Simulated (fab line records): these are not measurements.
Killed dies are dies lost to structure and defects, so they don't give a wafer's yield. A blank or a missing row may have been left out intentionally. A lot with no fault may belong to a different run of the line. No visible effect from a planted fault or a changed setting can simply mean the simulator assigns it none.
Matching of chambers + flow sky130 + SKY_CAPM_CVD_00 on pecvd-03 has 3 sister chambers
The step deposits SiO2, target thk 15.5 nm. 3 wafers are shown with their chamber, then 7 later ones without.

WAFERS WITH THEIR CHAMBER
| wafer  | chamber | heater_power_outer_w (W) |
|--------|---------|--------------------------|
| L822.5 | 2       | 474                      |
| L824.1 | 0       | 505                      |
| L824.2 | 1       | 534                      |

WAFERS WITHOUT THEIR CHAMBER
| wafer  | heater_power_outer_w (W) |
|--------|--------------------------|
| L824.4 | 430                      |
| L827.1 | 518                      |
| L827.3 | 466                      |
| L827.6 | 465                      |
| L829.2 | 428                      |
| L829.4 | 470                      |
| L829.6 | 427                      |

WHICH CHAMBER EACH ONE RAN IN
| wafer  | from the rows above          | in truth |
|--------|------------------------------|----------|
| L824.4 | can't be placed: 2 or 0 or 1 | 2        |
| L827.1 | can't be placed: 0 or 1 or 2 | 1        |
| L827.3 | can't be placed: 2 or 0 or 1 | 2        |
| L827.6 | can't be placed: 2 or 0 or 1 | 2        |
| L829.2 | can't be placed: 2 or 0 or 1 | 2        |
| L829.4 | can't be placed: 2 or 0 or 1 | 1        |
| L829.6 | can't be placed: 2 or 0 or 1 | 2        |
Correct placement for 0 of the 7. From these rows, 7 cannot be placed; in 7 the true chamber is one of the candidates. Wrongly placed: 0.
How it was worked out, from the rows above alone: a wafer's distance from a chamber is the root of the sum, over the readings, of the square of ((its reading less the chamber's mean) divided by the reading's scatter). If the next closest chamber is less than 2 further off than the closest, the wafer can't be placed; otherwise it belongs to the closest. For every chamber, the mean is computed from those of its wafers that are shown. The scatter (one wafer shown for each chamber): square how far every hidden wafer sits from the nearest shown wafer, average those squares and take the square root.
